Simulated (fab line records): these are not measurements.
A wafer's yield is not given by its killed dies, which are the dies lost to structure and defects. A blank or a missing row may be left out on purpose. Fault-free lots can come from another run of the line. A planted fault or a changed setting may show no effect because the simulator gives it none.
Matching of chambers || flow gf180mcu || GF_V2_CMP_26 on cmp-02 has 4 sister chambers
The step polishes, stops on SiO2, t overpolish 15 s, target thk 0 nm. 8 wafers are shown with their chamber, then 8 later ones without.

## EACH WAFER AND ITS CHAMBER
{"wafer": "L202.2", "chamber": 0, "motor-current-A (A)": 10.8, "time-to-endpoint-s (s)": 91}
{"wafer": "L205.3", "chamber": 0, "motor-current-A (A)": 11.2, "time-to-endpoint-s (s)": 86}
{"wafer": "L209.2", "chamber": 3, "motor-current-A (A)": 11.0, "time-to-endpoint-s (s)": 89}
{"wafer": "L209.6", "chamber": 2, "motor-current-A (A)": 11.0, "time-to-endpoint-s (s)": 91}
{"wafer": "L215.2", "chamber": 2, "motor-current-A (A)": 11.6, "time-to-endpoint-s (s)": 94}
{"wafer": "L215.4", "chamber": 1, "motor-current-A (A)": 10.7, "time-to-endpoint-s (s)": 91}
{"wafer": "L215.5", "chamber": 3, "motor-current-A (A)": 11.0, "time-to-endpoint-s (s)": 87}
{"wafer": "L218.2", "chamber": 1, "motor-current-A (A)": 10.5, "time-to-endpoint-s (s)": 90}

## WAFERS WHOSE CHAMBER IS MISSING
{"wafer": "L218.3", "motor-current-A (A)": 11.7, "time-to-endpoint-s (s)": 89}
{"wafer": "L218.6", "motor-current-A (A)": 10.8, "time-to-endpoint-s (s)": 94}
{"wafer": "L219.3", "motor-current-A (A)": 12.1, "time-to-endpoint-s (s)": 95}
{"wafer": "L219.5", "motor-current-A (A)": 11.0, "time-to-endpoint-s (s)": 90}
{"wafer": "L219.6", "motor-current-A (A)": 10.8, "time-to-endpoint-s (s)": 87}
{"wafer": "L220.1", "motor-current-A (A)": 10.4, "time-to-endpoint-s (s)": 89}
{"wafer": "L220.4", "motor-current-A (A)": 10.9, "time-to-endpoint-s (s)": 91}
{"wafer": "L220.5", "motor-current-A (A)": 11.7, "time-to-endpoint-s (s)": 93}

## WHICH CHAMBER EACH ONE RAN IN
{"wafer": "L218.3", "from the rows above": "can't be placed: 2 or 0 or 3", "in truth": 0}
{"wafer": "L218.6", "from the rows above": "can't be placed: 1 or 2 or 0 or 3", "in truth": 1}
{"wafer": "L219.3", "from the rows above": "can't be placed: 2 or 0 or 3", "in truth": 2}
{"wafer": "L219.5", "from the rows above": "can't be placed: 0 or 3 or 1 or 2", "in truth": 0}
{"wafer": "L219.6", "from the rows above": "can't be placed: 3 or 0 or 1", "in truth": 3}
{"wafer": "L220.1", "from the rows above": "can't be placed: 1 or 0 or 3", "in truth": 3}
{"wafer": "L220.4", "from the rows above": "can't be placed: 1 or 0 or 3 or 2", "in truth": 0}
{"wafer": "L220.5", "from the rows above": "can't be placed: 2 or 0 or 3", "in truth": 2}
Correct placement for 0 of the 8. These rows do not allow placing 8 (true chamber among the candidates in 8). Number placed wrongly: 0.
How it was worked out, from the rows above alone: a wafer's distance from a chamber is the root of the sum, over the readings, of the square of ((its reading less the chamber's mean) divided by the reading's scatter). The wafer belongs to the nearest chamber; if the next one is less than 2 further off, it can't be placed. A chamber's mean is the mean of its shown wafers. The scatter is the square root of a quotient: the sum, over the shown wafers, of each reading's squared deviation from its chamber's mean, divided by wafers minus chambers.
